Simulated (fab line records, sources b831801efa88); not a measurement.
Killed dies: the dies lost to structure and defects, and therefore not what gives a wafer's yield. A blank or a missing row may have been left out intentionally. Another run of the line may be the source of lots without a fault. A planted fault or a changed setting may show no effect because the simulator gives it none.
fab line records | flow gf180mcu
[record] lots = 7 wafers = 21 lastDay = 34
route steps=602 shown M2@372 V2@382
lots with no fault: from the same line, run without faults
startH: hours from the record's opening day to when the first of the lot's shown wafers began | waitH: how many hours have passed since the lot's step before this one | " identical to the entry in the row above | L1.1+2: a row that stands for several wafers | - no value, or no start given | * or withheld: withheld | < > ~ a bound
route shown NAME@n: a module of which the file shows steps, and the number in the route of the first | usual: average and standard deviation across the fault-free wafers | same: alike in all rows | chamber/n: place in a boat | sites: readings site by site | _std_site: standard deviation across them | _edge_site: mean of outer sites minus mean of inner sites | radiusMm: how far each site lies from the wafer's centre | mask NAME#n: copy n | behind: tool/chamber where the wafer was last shaped | hold: cause of the lot's hold/its duration in hours/its outcome | device: transistor that didn't switch, given as n, p or np | end of line: at the end of the route, the tests of the same wafers | where a step has no rows: the recipe by itself | killed: the dies lost at the first sort to structure and to defects; this is not the yield of the wafer | map: dies across one wafer; x = killed, . = not, _ = none there
set.NAME: the setting the step ran with; set.NAME@STEP: the setting that earlier step ran with | model.NAME: the simulator's own value behind a step, which no gauge read
a table for each step, a row for each wafer; lots at some steps of the route
services: when a tool's chamber went out of use (startH, in hours from the record's first day, below 0 if earlier), for how many hours, and the reason
[[steps]]
[step GF_M2_SOFTBAKE_10]
[recipe] tempC = 130 timeS = 60 resist = KrF
[step GF_M2_EXPOSE_11]
[recipe] maskId = Metal2 targetCdNm = 280 na = 0.68 sourceShape = conventional sigmaOuter = 0.6 doseMj = 28
[step GF_M2_PEB_12]
[recipe] pebTempC = 135 pebTimeS = 90 resist = KrF
[step GF_M2_DEVELOP_13]
[recipe] developTimeS = 60 devTempC = 21
[step GF_M2_CD_MEAS_14]
[recipe] targetCdNm = 280
[usual] cdNm = 280.3/1.2
// columns lot.wafer tool chamber startH waitH cdNm
L512.1 cdSem-02 - 449.04 0.1 279.4
L512.2 " - " " 279.1
L512.6 " - " " 278.6
L517.2 cdSem-02 - 492.71 0.1 279.4
L517.3 " - " " 278.0
L517.4 " - " " 279.0
L526.3 cdSem-02 - 568.49 0.1 278.0
L526.4 " - " " 279.2
L526.6 " - " " 279.2
L527.1 cdSem-02 - 575.19 0.1 281.7
L527.4 " - " " 281.4
L527.6 " - " " 282.3
L528.1 cdSem-02 - 584.35 0.1 281.1
L528.2 " - " " 282.4
L528.3 " - " " 282.3
L531.1 cdSem-01 - 607.74 0.1 281.5
L531.2 " - " " 280.6
L531.5 " - " " 279.9
L534.1 cdSem-02 - 625.19 0.1 278.0
L534.3 " - " " 280.8
L534.5 " - " " 279.3
[step GF_M2_OVL_MEAS_15]
[usual] M2_OVL = 0/6.9
// columns lot.wafer tool chamber startH waitH M2_OVL[nm]
L512.1 overlay-01 - 449.16 0.1 -8
L512.2 " - " " -8
L512.6 " - " " -12
L517.2 overlay-02 - 492.82 0.1 7
L517.3 " - " " 7
L517.4 " - " " 6
L526.3 overlay-02 - 568.58 0.1 -1
L526.4 " - " " -3
L526.6 " - " " -5
L527.1 overlay-01 - 575.31 0.1 6
L527.4 " - " " -3
L527.6 " - " " 4
L528.1 overlay-02 - 584.47 0.1 -2
L528.2 " - " " -7
L528.3 " - " " -9
L531.1 overlay-01 - 607.86 0.1 -1
L531.2 " - " " 0
L531.5 " - " " -3
L534.1 overlay-01 - 625.31 0.1 -9
L534.3 " - " " -5
L534.5 " - " " -9
[step GF_M2_METAL_ETCH_16]
[recipe] chemistry = Cl2/BCl3 maskMaterial = KrF targetDepthNm = 750.8 stopOn = SiO2 pressureMtorr = 8 icpW = 800 biasW = 140 Cl2_flow_sccm = 80 bcl3FlowSccm = 40 timeS = 125.1
[usual] chamberPressureMTorr = 7.998/0.0071 drypumpMotorCurrentA = 5.9/0.42 oesProductAu = 0.980/0.009 throttleValvePct = 28.241/0.012
// columns lot.wafer tool chamber startH waitH chamberPressureMTorr drypumpMotorCurrentA oesProductAu rfHoursCounterH throttleValvePct
L512.1 rieMetal-04 1 449.20 0.0 8.001 5.6 0.978 3 28.257
L512.2 " 0 " " 8.007 5.5 0.979 7 28.234
L512.6 " 1 " " 8.002 5.6 0.971 - 28.236
L517.2 rieMetal-02 1 492.85 0.0 7.989 5.9 0.987 7 28.240
L517.3 " 1 " " 7.997 5.8 0.992 - 28.221
L517.4 " 0 " " 8.009 5.6 0.968 - 28.226
L526.3 rieMetal-03 0 568.69 0.1 8.000 5.9 0.998 - 28.222
L526.4 " 0 " " 8.006 5.9 0.991 - 28.226
L526.6 " 0 " " 7.998 5.9 0.989 - 28.225
L527.1 rieMetal-03 0 575.34 0.0 8.005 5.9 0.982 1 28.225
L527.4 " 0 " " 7.996 5.9 0.993 - 28.225
L527.6 " 0 " " 8.001 5.9 0.983 - 28.237
L528.1 rieMetal-04 1 584.50 0.0 8.001 5.6 0.973 6 28.256
L528.2 " 0 " " 7.981 5.5 0.974 11 28.224
L528.3 " 1 " " 8.003 5.6 0.965 - 28.251
L531.1 rieMetal-03 1 607.90 0.0 8.010 6.7 0.968 13 28.248
L531.2 " 0 " " 8.000 6.0 0.990 2 28.220
L531.5 " 1 " " 7.986 6.7 0.972 - 28.245
L534.1 rieMetal-03 0 625.34 0.0 8.003 6.0 0.996 2 28.246
L534.3 " 0 " " 8.004 5.9 0.988 - 28.240
L534.5 " 0 " " 8.001 5.9 0.992 - 28.243
[step GF_M2_STRIP_17]
[recipe] chemistry = O2/N2 powerW = 1400 pressureMtorr = 1500 platenTempC = 250 o2FlowSccm = 3000 n2FlowSccm = 300 overashFraction = 0.5
[usual] chamberPressureMTorr = 1499/4.8 drypumpMotorCurrentA = 5.7/0.53 heaterPowerW = 370/26 o2FlowSccm = 3000/9.1 oesProductAu = 0.537/0.0048 stripTimeToEndpointS = 7.36/0.061
// columns lot.wafer tool chamber startH waitH chamberPressureMTorr drypumpMotorCurrentA heaterPowerW o2FlowSccm oesProductAu rfHoursCounterH stripTimeToEndpointS
L512.1 plasmaAsher-01 0 449.33 0.1 1499 6.5 376 2993 0.537 79 7.43
L512.2 " 1 " " 1502 5.7 360 2987 0.544 79 7.41
L512.6 " 1 " " 1498 5.7 347 2989 0.539 - 7.45
L517.2 plasmaAsher-01 1 493.02 0.1 1501 5.6 352 3002 0.533 83 7.37
L517.3 " 0 " " 1501 6.5 384 3005 0.537 - 7.30
L517.4 " 1 " " 1498 5.7 356 3001 0.532 - 7.37
L526.3 plasmaAsher-01 0 568.89 0.2 1500 6.5 373 2980 0.527 - 7.30
L526.4 " 1 " " 1499 5.6 346 2992 0.538 - 7.32
L526.6 " 0 " " 1499 6.5 380 3002 0.531 - 7.27
L527.1 plasmaAsher-01 0 575.47 0.1 1501 6.5 374 2994 0.533 91 7.30
L527.4 " 1 " " 1500 5.7 362 2990 0.541 - 7.30
L527.6 " 1 " " 1499 5.7 354 2997 0.529 - 7.27
L528.1 plasmaAsher-03 1 584.63 0.1 1502 5.7 317 2986 0.547 51 7.42
L528.2 " 0 " " 1501 4.7 433 2995 0.533 51 7.36
L528.3 " 1 " " 1499 5.7 315 2984 0.537 - 7.45
L531.1 plasmaAsher-02 0 608.02 0.1 1498 5.3 386 2989 0.539 81 7.42
L531.2 " 1 " " 1499 5.6 368 3009 0.530 81 7.30
L531.5 " 0 " " 1499 5.3 383 2996 0.541 - 7.39
L534.1 plasmaAsher-01 1 625.47 0.1 1498 5.7 345 3008 0.538 97 7.29
L534.3 " 1 " " 1498 5.7 353 2998 0.536 - 7.30
L534.5 " 1 " " 1502 5.7 358 3006 0.537 - 7.31
[step GF_M2_STRIP_18]
[recipe] chemistry = postEtchResidueRemover timeS = 1200 tempC = 72.5
[step GF_M2_CLEAN_19]
[recipe] chemistry = DIW dry = n2Spin
[step GF_V2_CVD_00]
[recipe] material = SiO2 targetThkNm = 600 sigmaOpenFrac = 0.3 tempC = 400 timeS = 100 sih4FlowSccm = 60 pressureMtorr = 6
[step GF_V2_THK_MEAS_01]
[recipe] reads = SiO2_of_V2_CVD_00
[usual] V2_CVD_00_THK = 602/9
// columns lot.wafer tool chamber startH waitH V2_CVD_00_THK[nm]
L512.1 filmMetro-02 - 450.27 0.0 609
L512.2 " - " " 619
L512.6 " - " " 623
L517.2 filmMetro-01 - 493.63 0.0 599
L517.3 " - " " 603
L517.4 " - " " 597
L526.3 filmMetro-02 - 569.58 0.1 587
L526.4 " - " " 598
L526.6 " - " " 594
L527.1 filmMetro-02 - 576.08 0.0 596
L527.4 " - " " 604
L527.6 " - " " 596
L528.1 filmMetro-04 - 585.24 0.0 602
L528.2 " - " " 586
L528.3 " - " " 590
L531.1 filmMetro-04 - 608.67 0.0 605
L531.2 " - " " 601
L531.5 " - " " 600
L534.1 filmMetro-02 - 626.11 0.0 604
L534.3 " - " " 603
L534.5 " - " " 606
[step GF_V2_CVD_02]
[recipe] material = SiO2 targetThkNm = 850 precursor = TEOS tempC = 400 timeS = 94.851 rfW = 600
[usual] heaterPowerW = 654/100
// columns lot.wafer tool chamber startH waitH heaterPowerW model.SiO2_of_V2_CVD_02.thkNm
L512.1 pecvd-04 1 450.33 0.1 650 846.2
L512.2 " 0 " " 648 824.5
L512.6 " 0 " " 531 838.3
L517.2 pecvd-04 2 493.68 0.0 638 861.9
L517.3 " 1 " " 614 843.8
L517.4 " 2 " " 677 866
L526.3 pecvd-04 0 569.62 0.0 577 1227
L526.4 " 1 " " 683 1257
L526.6 " 0 " " 610 1245
L527.1 pecvd-04 0 576.14 0.1 641 1233
L527.4 " 2 " " 603 1270
L527.6 " 1 " " 689 1269
L528.1 pecvd-04 1 585.30 0.1 727 1240
L528.2 " 2 " " 665 1248
L528.3 " 0 " " 592 1233
L531.1 pecvd-03 2 608.73 0.1 855 835.3
L531.2 " 0 " " 435 830.5
L531.5 " 1 " " 633 869
L534.1 pecvd-02 0 626.17 0.1 835 831.6
L534.3 " 1 " " 679 827.3
L534.5 " 2 " " 703 868.9
[step GF_V2_THK_MEAS_03]
[recipe] reads = SiO2_of_V2_CVD_02
[usual] V2_CVD_02_THK = 850/14
// columns lot.wafer tool chamber startH waitH V2_CVD_02_THK[nm]
L512.1 filmMetro-02 - 450.40 0.0 846
L512.2 " - " " 824
L512.6 " - " " 838
L517.2 filmMetro-04 - 493.76 0.0 862
L517.3 " - " " 844
L517.4 " - " " 866
L526.3 filmMetro-04 - 569.71 0.1 1228
L526.4 " - " " 1256
L526.6 " - " " 1244
L527.1 filmMetro-04 - 576.21 0.0 1235
L527.4 " - " " 1270
L527.6 " - " " 1270
L528.1 filmMetro-02 - 585.37 0.0 1241
L528.2 " - " " 1248
L528.3 " - " " 1232
L531.1 filmMetro-01 - 608.80 0.0 835
L531.2 " - " " 830
L531.5 " - " " 869
L534.1 filmMetro-01 - 626.24 0.0 832
L534.3 " - " " 827
L534.5 " - " " 869
[step GF_V2_CMP_04]
[recipe] material = SiO2 downForcePsi = 4 platenRpm = 60 padVelocityMS = 0.94248
[usual] motorCurrentA = 12.5/1.6 slurryFilterDpKPa = 13.49/0.14 timeToEndpointS = 78/6.4
// columns lot.wafer tool chamber startH waitH motorCurrentA slurryFilterDpKPa timeToEndpointS
L512.1 cmp-01 3 450.66 0.2 10.6 13.42 75
L512.2 " 1 " " 12.6 13.59 62
L512.6 " 3 " " 10.5 13.10 72
L517.3 cmp-02 2 493.81 0.0 11.8 13.50 66
L517.4 " 0 " " 10.2 13.61 79
L517.2 " 1 " " 14.8 13.46 82
L526.4 cmp-02 1 569.80 0.1 14.8 13.60 237
L526.3 " 3 " " 14.1 13.54 226
L526.6 " 1 " " 15.2 13.57 227
L527.1 cmp-01 1 576.27 0.1 12.7 13.51 213
L527.4 " 0 " " 11.4 13.59 234
L527.6 " 1 " " 12.5 13.24 227
L528.1 cmp-02 2 585.55 0.2 12.0 13.41 197
L528.2 " 3 " " 14.1 13.54 228
L528.3 " 0 " " 10.4 13.50 211
L531.1 cmp-02 2 608.86 0.1 11.4 13.71 65
L531.2 " 3 " " 13.8 13.78 75
L531.5 " 2 " " 12.1 13.32 78
L534.3 cmp-01 3 626.35 0.1 10.3 13.49 73
L534.1 " 0 " " 11.4 13.50 77
L534.5 " 3 " " 10.6 13.52 91
[step GF_V2_BOW_MEAS_05]
[recipe] mode = bow
[usual] V2_BOW = 99/6.9
// columns lot.wafer tool chamber startH waitH V2_BOW[um]
L512.1 filmMetro-01 - 450.96 0.2 106
L512.2 " - " " 101
L512.6 " - " " 96
L517.2 filmMetro-01 - 494.13 0.1 95
L517.3 " - " " 91
L517.4 " - " " 87
L526.3 filmMetro-02 - 570.09 0.1 105
L526.4 " - " " 92
L526.6 " - " " 106
L527.1 filmMetro-01 - 576.57 0.2 99
L527.4 " - " " 94
L527.6 " - " " 94
L528.1 filmMetro-02 - 585.80 0.2 87
L528.2 " - " " 95
L528.3 " - " " 84
L531.1 filmMetro-04 - 609.16 0.2 90
L531.2 " - " " 105
L531.5 " - " " 93
L534.1 filmMetro-01 - 626.60 0.1 99
L534.3 " - " " 105
L534.5 " - " " 106
[[services]]
// columns tool chamber startH hours kind
pecvd-02 2 433.99 5.2 repair
cmp-02 - 436.00 1.5 repair
pecvd-02 1 454.60 11.1 repair
rieMetal-04 - 457.89 2.8 pm
rieMetal-02 - 463.38 1.4 pm
pecvd-02 1 472.55 4.8 repair
pecvd-02 - 476.57 2.8 pm
cmp-02 - 477.44 4.2 pm
cmp-01 - 502.91 4.5 repair
plasmaAsher-01 - 523.85 4.6 repair
cmp-01 - 525.64 3.5 repair
cmp-01 - 529.94 1.2 repair
cmp-01 - 538.97 9.6 repair
cmp-02 - 549.13 0.2 repair
cmp-01 - 551.40 1.7 repair
plasmaAsher-03 - 551.83 2.2 repair
rieMetal-03 1 555.03 20.2 repair
cmp-01 - 559.81 1.0 repair
cmp-01 - 568.30 0.8 repair
cmp-02 - 572.00 4.0 pm
rieMetal-04 - 574.09 0.6 repair
cmp-01 - 583.96 3.7 repair
pecvd-04 - 591.12 14.0 pm
pecvd-04 - 624.91 2.8 pm
[[key]]
[firstSign] step = GF_V2_THK_MEAS_03 reading = V2_CVD_02_THK direction = up sigmas = 29 usual = 850 struck = 1247
[effect] step = GF_V2_CMP_04 reading = timeToEndpointS direction = up sigmas = 22 usual = * struck = *
[modelEffect] step = GF_V2_CVD_02 value = SiO2_of_V2_CVD_02.thkNm without = 848.2 struck = 1247
metAt GF_V2_CVD_02
struckWafers L526.3,L526.4,L526.6,L527.1,L527.4,L527.6,L528.1,L528.2,L528.3
onsetBetween 493.68 569.62
[fault] kind = processParameterDrift tool = pecvd-04 chamber = - onsetH = 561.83 steps = GF_V2_CVD_02 channel = targetThkNm offset = 398.95 shape = step endH = 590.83 actsIn = theseRecipesOnly stated = 850
